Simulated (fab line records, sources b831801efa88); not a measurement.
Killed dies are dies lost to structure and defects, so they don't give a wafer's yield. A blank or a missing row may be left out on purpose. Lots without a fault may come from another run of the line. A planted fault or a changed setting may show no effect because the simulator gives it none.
One fault seen from 2 desks | flow gf180mcu | each desk has only its own numbers; what lay behind them comes last

THE METROLOGY DESK
What the gauges read, lot by lot, whatever tool the lot ran on: means of the sampled wafers that have a number. A lot is out of limits, marked OUT, if its mean lies more than 4 standard deviations from the usual mean; the brackets give that distance.
Columns: A = POLY_GATE_CVD_00_THK at GF_POLY_GATE_THK_MEAS_01, usual 199.8 nm; B = CONTACT_OVL at GF_CONTACT_OVL_MEAS_15, usual -4 nm; C = M1_ALCU_RS at GF_M1_RS_MEAS_05, usual 0.0695 ohm/sq
lot  | first seen here | A                | B   | C
L118 | day 8 11:10     | 203.3            | -5  | 0.0682
L119 | day 8 20:58     | 200.9            | 2   | 0.0685
L120 | day 9 03:07     | 198.4            | 2   | 0.0697
L122 | day 9 18:34     | 199.8            | -9  | 0.0695
L125 | day 10 18:30    | 183.8 (-8.0) OUT | -10 | 0.0698
L127 | day 11 05:40    | 183.1 (-8.3) OUT | -3  | 0.0698
L133 | day 13 06:35    | 198.4            | -6  | 0.0690
L134 | day 13 09:47    | 200.0            | -6  | 0.0698
L135 | day 13 14:33    | 201.5            | -3  | 0.0692
L139 | day 14 15:05    | 199.5            | -3  | 0.0690
L140 | day 14 22:27    | 198.0            | -13 | 0.0704
L141 | day 15 12:57    | 201.0            | 0   | 0.0689
This desk's finding: out of limits on L125, L127; first on L125, day 10 18:30 (POLY_GATE_CVD_00_THK at GF_POLY_GATE_THK_MEAS_01). In limits: L118, L119, L120, L122, L133, L134, L135, L139, L140, L141.

THE TOOL OWNER'S DESK: lpcvd-02
The tool's own readings at GF_POLY_GATE_CVD_00 (deposits poly-Si, target thk 200 nm, time 1200 s): means of the sampled wafers that have a number, for each lot that ran on this tool. A lot is out of limits, marked OUT, if its mean lies more than 4 standard deviations from the usual mean; the brackets give that distance.
Columns: A = spike_tc_centre_C at GF_POLY_GATE_CVD_00, usual 620.5 C; B = spike_tc_lower_C at GF_POLY_GATE_CVD_00, usual 619.8 C; C = spike_tc_upper_C at GF_POLY_GATE_CVD_00, usual 619.7 C; D = susceptor_temp_C at GF_POLY_GATE_CVD_00, usual 620.0 C; E = zone_power_upper_pct at GF_POLY_GATE_CVD_00, usual 8.2 %
lot  | first seen here | A                | B     | C     | D               | E
L119 | day 8 19:37     | 620.1            | 619.7 | 618.8 | 620.3           | 8.2
L120 | day 9 01:46     | 620.7            | 618.9 | 617.5 | 619.8           | 7.2
L122 | day 9 17:14     | 619.9            | 620.0 | 620.5 | 620.2           | 8.2
L125 | day 10 17:10    | 617.1            | 615.3 | 614.7 | 616.1 (-13) OUT | 7.2
L127 | day 11 04:18    | 615.9 (-4.2) OUT | 615.6 | 616.1 | 616.2 (-12) OUT | 7.2
L139 | day 14 13:45    | 620.9            | 620.1 | 619.2 | 620.1           | 8.3
L140 | day 14 21:07    | 620.1            | 619.6 | 619.2 | 619.9           | 7.2
L141 | day 15 11:36    | 619.5            | 619.5 | 620.0 | 619.8           | 7.3
This desk's finding: out of limits on L125, L127; first on L125, day 10 17:10 (susceptor_temp_C at GF_POLY_GATE_CVD_00). In limits: L119, L120, L122, L139, L140, L141.

PUT TOGETHER
The tool owner's desk could have raised an alarm at day 10 17:10, on L125, L127.
The metrology desk could have raised an alarm at day 10 18:30, on L125, L127.
Of the lots named, all ran GF_POLY_GATE_CVD_00 on lpcvd-02.

WHAT THE SIMULATOR HAD PUT IN
Process parameter drift: lpcvd-02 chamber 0, from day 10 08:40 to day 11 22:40, at GF_POLY_GATE_CVD_00. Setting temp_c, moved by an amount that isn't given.
Lots struck among those shown: L125, L127.
Hours from the fault's start to each desk's first reading out of limits: the tool owner's desk, 8; the metrology desk, 10.
